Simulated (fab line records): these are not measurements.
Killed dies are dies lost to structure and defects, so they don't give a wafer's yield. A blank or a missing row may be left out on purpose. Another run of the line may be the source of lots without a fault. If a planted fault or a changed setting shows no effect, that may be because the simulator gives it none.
Struck lot and sound lot, side by side / flow sky130 / 13 out of 708 route steps
Sound: these wafers, L250.1, L250.4, L250.6. The struck wafers were L242.2, L242.3, L242.4. The cause is given at the end.
Each step with rows lists, per side, the tool, then ch with its chambers, then its first start. Under that, the readings that differ: sound wafers / struck wafers / difference of the means / sigmas: that difference in standard deviations of wafers without a fault.
alike: readings with means less than 2 such deviations apart, plus words and numbers identical on both sides. not compared: withheld readings, readings lacking a value on some wafer, bounds such as >300 that could conceal the same value, and numbers that have no deviation in the record and whose values overlap.
Wherever a step has rows on one side only, a row that says differs or no value, or a row with sigmas, the two part there. Numbers that don't overlap but have no deviation are shown without sigmas and don't part them. A reading missing from all wafers of one side parts the sides only when that side holds two or more wafers.

SKY_VIA3_CD_MEAS_12: the cd target is 200 nm.
  sound on cd_sem-01, day 44 17:32; struck on cd_sem-01, day 43 01:49
  alike: cd_nm
SKY_VIA3_OVL_MEAS_13:
  sound on overlay-01, day 44 17:40; struck on overlay-02, day 43 01:56
  alike: VIA3_OVL
SKY_VIA3_ETCH_14: etches BARC in N2/H2, stops on SiO2, time 45.9 s, target depth 60 nm.
  sound on rie_diel-03 ch 0,1,2, day 44 17:41; struck on rie_diel-01 ch 0,2,3, day 43 01:58
  alike: drypump_motor_current_A, oes_product_au, throttle_valve_pct
  not compared: rf_hours_counter_h
SKY_VIA3_ETCH_15: etches SiO2 in C4F8/O2/Ar, stops on TiN, target depth 507 nm, time 78 s.
  sound on rie_diel-03 ch 0,1,2, day 44 17:44; struck on rie_diel-01 ch 0,2,3, day 43 02:00
  alike: oes_product_au
  not compared: rf_hours_counter_h
SKY_VIA3_STRIP_16: strips in O2/N2.
  sound on plasma_asher-04 ch 0,1, day 44 17:48; struck on plasma_asher-03 ch 0,1, day 43 02:04
  alike: drypump_motor_current_A, oes_product_au, strip_time_to_endpoint_s
  not compared: rf_hours_counter_h
then, 3 steps without rows for these wafers: SKY_VIA3_STRIP_17 (strips in post etch residue remover, time 1200 s); SKY_VIA3_CLEAN_18 (cleans in IPA, time 180 s); SKY_VIA3_CLEAN_19 (cleans in O3/DIW).
SKY_VIA3_SPUTTER_20: material TiN, target thk 20 nm, time 80 s.
  sound on pvd_sputter-03, day 44 18:23; struck on pvd_sputter-03, day 43 02:39
  alike: chamber_pressure_pa, throttle_valve_pct
SKY_VIA3_CVD_21: deposits W, target thk 390 nm, time 117.31 s.
  sound on cvd_w-02 ch 0,1, day 44 18:27; struck on cvd_w-02 ch 0,1, day 43 02:43
  alike: heater_power_w
SKY_VIA3_RS_MEAS_22: uses a four-point probe to measure.
  sound on film_metro-03, day 44 18:34; struck on film_metro-03, day 43 02:52
  alike: VIA3_W_RS
SKY_VIA3_THK_MEAS_23: measures by xrf.
  sound on film_metro-03, day 44 18:41; struck on film_metro-03, day 43 02:58
  alike: VIA3_W_THK
SKY_VIA3_CMP_24: polishes, stops on SiO2, t overpolish 20 s, target thk 0 nm.
  sound on cmp-02 ch 0,1, day 44 18:52; struck on cmp-01 ch 0,1,2, day 43 03:07
  no value came back on the struck wafers for any of 5 readings (edge_zone_pressure_frac, head_pressure_psi (psi) and others); on the sound wafers edge_zone_pressure_frac reads 0.994 0.999 1.010
reading=model.W_of_VIA3_CVD_21.thk_nm (nm); sound=0 0 0; struck=386.3 390.4 391.4; difference=+389.4; sigmas=
reading=model.SiO2_of_VIA3_HDPCVD_00.thk_nm (nm); sound=461.4 462.3 462.7; struck=463.8 465.1 464.9; difference=+2.5; sigmas=

== WHERE THEY PART ==
SKY_VIA3_CMP_24 only, going by this record.

WHY: what had been put in by the simulator
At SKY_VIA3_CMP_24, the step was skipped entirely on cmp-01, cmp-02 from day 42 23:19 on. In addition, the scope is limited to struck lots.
